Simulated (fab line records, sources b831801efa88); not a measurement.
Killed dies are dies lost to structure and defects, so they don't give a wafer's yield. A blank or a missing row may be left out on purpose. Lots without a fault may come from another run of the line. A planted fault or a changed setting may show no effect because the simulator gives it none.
fab line records | flow sky130
record lots=15 wafers=45 last_day=50
route steps=708 shown LOCAL_INTERCONNECT@397
lots that met no fault: from a run of the same line without faults
start_h: hours from the record's first day to the start of the lot's first wafer shown | wait_h: hours since the lot's step before | " the same as in the row above | L1.1+2: a row that stands for several wafers | - no value, or no start given | * or withheld: withheld | < > ~ a bound
route shown NAME@n: a module of which the file shows steps, and the number in the route of the first | usual: mean/standard deviation of fault-free wafers | same: alike in all rows | chamber/n: place in a boat | sites: the reading at each site | _std_site: their standard deviation | _edge_site: outer sites' mean less inner sites' | radius_mm: how far each site lies from the wafer's centre | mask NAME#n: copy n | behind: the tool/chamber that last shaped the wafer | hold: why the lot was held/for how many hours/how that ended | device: the transistor (n, p or np) that didn't switch | end of line: the same wafers' tests at the end of the route | a step without rows: its recipe alone | killed: dies lost to structure and defects at the first sort, not the wafer's yield | map: a wafer's dies, x killed, . not, _ none there
set.NAME: the setting as run; set.NAME@STEP: as run at that earlier step | model.NAME: the simulator's own value behind a step, which no gauge read
steps of the route over a sample of lots; a table a step, a row a wafer
## steps
# step SKY_LOCAL_INTERCONNECT_DEVELOP_10
# recipe develop_time_s=60 resist=KrF-thick dev_temp_c=21
# usual chill_plate_temp_C=23.00/0.11 develop_time_s=60/0
# columns lot.wafer tool chamber start_h wait_h chill_plate_temp_C develop_time_s
L873.1 litho_track-02 0 692 - 22.82 60
L873.2 " 0 " " 23.25 60
L873.6 " 0 " " 23.08 60
L875.1 litho_track-03 0 719 - 23.22 60
L875.5 " 0 " " 23.04 60
L875.6 " 0 " " 23.19 60
L877.1 litho_track-03 0 725 - 22.99 60
L877.5 " 0 726 - 23.15 60
L877.6 " 0 " " 23.03 60
L878.2 litho_track-01 0 735 - 22.82 60
L878.4 " 0 " " 22.97 60
L878.6 " 0 " " 22.94 60
L879.1 litho_track-01 0 783 - 22.94 60
L879.2 " 0 " " 22.91 60
L879.4 " 0 " " 23.00 60
L880.4 litho_track-01 0 784 - 23.13 60
L880.5 " 0 " " 23.11 60
L880.6 " 0 " " 22.97 60
L881.1 litho_track-03 0 785 - 22.91 60
L881.2 " 0 " " 23.00 60
L881.3 " 0 " " 23.02 60
L883.1 litho_track-02 - 786 - - -
L883.2 " - " " - -
L883.5 " - " " - -
L882.1 litho_track-01 - 787 - - -
L882.2 " - " " - -
L882.3 " - " " - -
L884.1 litho_track-03 - 795 - - -
L884.2 " - " " - -
L884.4 " - " " - -
L891.2 litho_track-01 0 870 - 23.01 60
L891.3 " 0 " " 23.07 60
L891.5 " 0 " " 23.01 60
L890.1 litho_track-01 0 872 - 22.88 60
L890.3 " 0 " " 22.93 60
L890.4 " 0 " " 22.89 60
L894.3 litho_track-03 0 877 - 22.96 60
L894.4 " 0 " " 23.17 60
L894.6 " 0 " " 23.09 60
L892.1 litho_track-01 0 877 - 23.06 60
L892.2 " 0 " " 23.12 60
L892.4 " 0 " " 23.13 60
L895.2 litho_track-02 0 878 - 22.81 60
L895.4 " 0 " " 22.72 60
L895.5 " 0 " " 22.93 60
## key
first_sign step=SKY_LOCAL_INTERCONNECT_DEVELOP_10 reading=tool_record direction=missing
effect none on later readings
met_at SKY_LOCAL_INTERCONNECT_DEVELOP_10
struck_lots L882,L883,L884
later_rows_left_out L882.1,L882.2,L882.3,L883.1,L883.2,L883.5,L884.1,L884.2,L884.4
sort_left_out L882.1,L882.2,L882.3,L883.1,L883.2,L883.5,L884.1,L884.2,L884.4
tester_left_out L882,L883,L884
onset_between 785 786
fault kind=skipped_step_whole tool=litho_track-01,litho_track-02,litho_track-03 chamber=- onset_h=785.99 steps=SKY_LOCAL_INTERCONNECT_DEVELOP_10 scope=struck_lots_only
# tester_left_out: of these lots the tester's yield and bins aren't shown, on N5 and GAA mostly nor the transistor test; their killed dies are dies lost to structure and defects alone, not to doping, threshold or leakage, so they don't give the yield
# sort_left_out: the simulated sort isn't trusted on such a fault, so these wafers' sort isn't shown, and their yield isn't known
# later_rows_left_out: the simulator's readings of these wafers behind a module that went badly wrong aren't trusted and aren't shown, but for the sort
